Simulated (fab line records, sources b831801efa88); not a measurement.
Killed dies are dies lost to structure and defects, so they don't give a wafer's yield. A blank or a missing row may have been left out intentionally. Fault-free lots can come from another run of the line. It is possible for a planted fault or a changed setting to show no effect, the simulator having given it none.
Chamber matching | flow sfqLine | rieDiel-02 running SFQ_TRILAYER_I0_VIA_ETCH_VIA_ETCH_034: 4 sister chambers
The step etches SiO2 in CHF3, stops on Nb, target depth 260 nm. 16 wafers are shown with their chamber, then 8 later ones without.

## WAFERS, EACH WITH ITS CHAMBER
wafer  | chamber | oesProductAu (a.u.)
L928.1 | 3       | 0.851
L928.4 | 2       | 0.855
L928.5 | 3       | 0.866
L930.1 | 1       | 0.862
L930.5 | 2       | 0.856
L930.6 | 0       | 0.853
L935.2 | 1       | 0.848
L935.3 | 2       | 0.850
L935.4 | 3       | 0.859
L936.2 | 1       | 0.865
L936.4 | 0       | 0.851
L936.5 | 3       | 0.853
L939.1 | 3       | 0.854
L939.3 | 0       | 0.857
L939.4 | 2       | 0.866
L942.2 | 0       | 0.858

SIGNATURES (means of the wafers above)
reading      | chamber 0 | chamber 1 | chamber 2 | chamber 3 | scatter within a chamber
oesProductAu | 0.85475   | 0.85833   | 0.85675   | 0.85660   | 0.00631
Rule: a wafer lies at a distance from a chamber equal to the root of the sum of squares, over the readings, of (its reading less the chamber's mean, divided by the reading's scatter). The wafer belongs to the nearest chamber; if the next one is less than 2 further off, it can't be placed. The scatter is the square root of a quotient: the sum, over the shown wafers, of each reading's squared deviation from its chamber's mean, divided by wafers minus chambers.

## WAFERS WITH NO CHAMBER GIVEN
wafer  | oesProductAu (a.u.)
L942.4 | 0.853
L942.6 | 0.861
L945.2 | 0.865
L945.4 | 0.853
L945.6 | 0.865
L950.2 | 0.858
L950.4 | 0.855
L950.5 | 0.846

## EACH ONE'S CHAMBER
wafer  | from the rows above               | in truth
L942.4 | can't be placed: 0 or 3 or 2 or 1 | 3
L942.6 | can't be placed: 1 or 2 or 3 or 0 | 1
L945.2 | can't be placed: 1 or 2 or 3 or 0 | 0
L945.4 | can't be placed: 0 or 3 or 2 or 1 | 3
L945.6 | can't be placed: 1 or 2 or 3 or 0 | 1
L950.2 | can't be placed: 1 or 2 or 3 or 0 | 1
L950.4 | can't be placed: 0 or 3 or 2 or 1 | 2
L950.5 | can't be placed: 0 or 3 or 2 or 1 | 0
Correct placement for 0 of the 8. Cannot be placed on the basis of these rows: 8; the candidates contain the true chamber in 8. Placed wrongly: 0.
